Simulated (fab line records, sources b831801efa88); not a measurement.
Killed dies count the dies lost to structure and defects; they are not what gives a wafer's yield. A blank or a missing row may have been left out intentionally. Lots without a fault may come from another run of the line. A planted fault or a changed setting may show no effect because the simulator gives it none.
Chamber matching | flow gf180mcu | GF_STI_ETCH_14 on rie si-01 has 4 sister chambers
The step etches Si in HBr/Cl2/O2, target depth 360 nm, time 102.9 s. 8 wafers are shown with their chamber, then 9 later ones without.

== WAFERS WITH THEIR CHAMBER ==
wafer  | chamber | drypump motor current A (A) | run length s (s)
L856.6 | 2       | 4.9                         | 131.2
L857.6 | 0       | 5.2                         | 131.2
L858.1 | 1       | 5.7                         | 130.5
L858.4 | 0       | 5.2                         | 131.3
L858.6 | 3       | 4.9                         | 131.2
L859.1 | 2       | 4.9                         | 131.2
L859.2 | 3       | 4.9                         | 131.3
L859.4 | 1       | 5.6                         | 131.1

== WAFERS WITH NO CHAMBER GIVEN ==
wafer  | drypump motor current A (A) | run length s (s)
L861.2 | 5.2                         | 131.0
L861.3 | 5.6                         | 130.5
L861.4 | 5.2                         | 131.5
L863.2 | 5.2                         | 130.9
L863.4 | 5.7                         | 130.7
L863.6 | 4.9                         | 131.4
L865.1 | 4.9                         | 131.3
L865.4 | 4.9                         | 131.4
L865.6 | 4.9                         | 131.2

== THE CHAMBER EACH PASSED THROUGH ==
wafer  | from the rows above     | in truth
L861.2 | 0                       | 0
L861.3 | 1                       | 1
L861.4 | 0                       | 0
L863.2 | 0                       | 0
L863.4 | 1                       | 1
L863.6 | can't be placed: 3 or 2 | 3
L865.1 | can't be placed: 3 or 2 | 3
L865.4 | can't be placed: 3 or 2 | 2
L865.6 | can't be placed: 2 or 3 | 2
Placed correctly: 5 of 9. Unplaceable from these rows: 4, with the true chamber sitting among the candidates in 4. 0 placed wrongly.
How it was worked out, from the rows above alone: a wafer's distance from a chamber is the root of the sum, over the readings, of the square of ((its reading less the chamber's mean) divided by the reading's scatter). The wafer belongs to the nearest chamber; if the next one is less than 2 further off, it can't be placed. A chamber's mean is the mean of its shown wafers. How the scatter is found: for the shown wafers, subtract from each reading the mean of its chamber, square and add these, divide the total by (wafers less chambers), then take the root.
